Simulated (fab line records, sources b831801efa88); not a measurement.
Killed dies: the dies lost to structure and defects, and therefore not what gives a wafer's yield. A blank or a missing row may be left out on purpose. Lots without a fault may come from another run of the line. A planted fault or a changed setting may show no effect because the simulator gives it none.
A lot that was struck, set against a sound lot | flow sfqLine | 21 out of 325 route steps
Sound: the wafers L971.2, L971.3, L971.4. The struck wafers were L982.2, L982.4, L982.5. At the end, the cause is stated.
Order at every step that has rows: each side's tool, ch and its chambers, its first start. Under that, the readings that differ: sound wafers | struck wafers | difference of the means | sigmas: that difference in standard deviations of wafers without a fault.
alike: words and numbers the same on both sides, and readings whose means are apart by under 2 such deviations; not compared: readings that were withheld, readings missing a value for some wafer, numbers with overlapping values and no deviation given by the record, and bounds like >300 which may hide the same value.
The two part at a step that has a row with sigmas, a row that says differs or no value, or rows on one side only. When numbers do not overlap yet have no deviation, they are printed without sigmas and do not part them. A reading that every wafer of one side lacks parts them only if that side has two wafers or more.

first, 2 steps without rows for these wafers: SFQ_TRILAYER_M1_LITHO_PEB_042 (peb time 60 s); SFQ_TRILAYER_M1_LITHO_DEVELOP_041 (time 60 s).
SFQ_M1_OVL_MEAS_911:
  struck on overlay-02, day 23 22:33; sound on overlay-02, day 19 10:18
  alike: M1_OVL
SFQ_TRILAYER_M1_BARC_OPEN_METAL_ETCH_054: etches BARC in O2, target depth 125 nm, time 41.7 s.
  sound on rieMetal-03 ch 0,1, day 19 10:20; struck on rieMetal-04 ch 1, day 23 22:36
  alike: drypumpMotorCurrentA, oesProductAu
  not compared: rfHoursCounterH
SFQ_TRILAYER_M1_ETCH_METAL_ETCH_042: etches Nb in Cl2/Ar, stops on SiO2, target depth 240 nm, time 120 s.
  sound on rieMetal-03 ch 0,1, day 19 10:23; struck on rieMetal-04 ch 1, day 23 22:44
  alike: drypumpMotorCurrentA, oesProductAu
  not compared: rfHoursCounterH
SFQ_TRILAYER_M1_STRIP_STRIP_043: strips in O2.
  sound on rieMetal-03 ch 0,1, day 19 10:31; struck on rieMetal-04 ch 1, day 23 23:09
  alike: drypumpMotorCurrentA, oesProductAu
  not compared: rfHoursCounterH
then, 1 step without rows for these wafers: SFQ_TRILAYER_M1_STRIP_SOLV_CLEAN_044 (cleans in NMP, time 600 s).
SFQ_TRILAYER_I1_DEP_PECVD_045: deposits SiO2 from SiH4/N2O, time 111.11 s, target thk 500 nm.
  sound on pecvd-01 ch 0,1,2, day 19 11:17; struck on pecvd-02 ch 0,1,2, day 24 00:19
  alike: heaterPowerW, throttleValvePct
SFQ_TRILAYER_I1_CMP_CMP_046: polishes SiO2.
  sound on cmp-02 ch 0,2,3, day 19 13:10; struck on cmp-01 ch 0,1,2, day 24 00:24
  alike: motorCurrentA, timeToEndpointS
SFQ_I1_BOW_MEAS_912:
  struck on filmMetro-01, day 24 03:25; sound on filmMetro-01, day 19 16:11
  alike: I1_BOW
then, 2 steps without rows for these wafers: SFQ_TRILAYER_I1_METRO_MEASURE_047; SFQ_TRILAYER_I1_VIA_LITHO_COAT_054 (resist thk 62 nm).
SFQ_TRILAYER_I1_VIA_LITHO_COAT_049: resist thk 650 nm.
  sound on lithoTrack-01 ch 0, day 19 17:50; struck on lithoTrack-03 ch 0, day 24 05:04
reading                                                | sound                | struck               | difference | sigmas
spinSpeedRpm (rpm)                                     | 2998.0 2994.3 2995.8 | 2939.0 2937.3 2937.0 | -58.3      | -28
model.KrF_of_TRILAYER_I1_VIA_LITHO_COAT_049.thkNm (nm) | 648.9 648.1 650      | 660.9 660.3 660.3    | +11.5      | 
then, 4 steps without rows for these wafers: SFQ_TRILAYER_I1_VIA_LITHO_SOFTBAKE_053; SFQ_TRILAYER_I1_VIA_LITHO_EXPOSE_050 (exposes mask I1, target cd 500 nm); SFQ_TRILAYER_I1_VIA_LITHO_PEB_052 (peb time 60 s); SFQ_TRILAYER_I1_VIA_LITHO_DEVELOP_051 (time 60 s).
-- the record jumps here: 6 days lie between the struck wafers' starts before and after --
SFQ_I1_OVL_MEAS_913:
  struck on overlay-02, day 30 11:56; sound on overlay-02, day 26 11:22
  alike: I1_OVL
then, 1 step without rows for these wafers: SFQ_TRILAYER_I1_VIA_BARC_OPEN_VIA_ETCH_071 (etches BARC in O2, target depth 125 nm, time 41.7 s).
SFQ_TRILAYER_I1_VIA_ETCH_VIA_ETCH_052: etches SiO2 in CHF3, stops on Nb, target depth 260 nm.
  sound on rieDiel-02 ch 0,1,2, day 26 11:26; struck on rieDiel-01 ch 0,2, day 30 12:01
reading                                                | sound             | struck            | difference | sigmas
model.KrF_of_TRILAYER_I1_VIA_LITHO_COAT_049.thkNm (nm) | 529.3 525.6 526.6 | 539.6 537.3 539.5 | +11.6      | 
  alike: drypumpMotorCurrentA, oesProductAu
then, 1 step without rows for these wafers: SFQ_TRILAYER_I1_VIA_STRIP_STRIP_053 (strips in O2).

WHERE THEY PART
At SFQ_TRILAYER_I1_VIA_LITHO_COAT_049 and nowhere else, as far as this record goes. Later steps at which nothing parts them and some readings are alike: SFQ_I1_OVL_MEAS_913, SFQ_TRILAYER_I1_VIA_ETCH_VIA_ETCH_052.

WHY: whatever the simulator had introduced
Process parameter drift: lithoTrack-03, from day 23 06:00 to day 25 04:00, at SFQ_TRILAYER_I1_VIA_LITHO_COAT_049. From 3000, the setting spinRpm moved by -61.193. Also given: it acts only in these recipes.
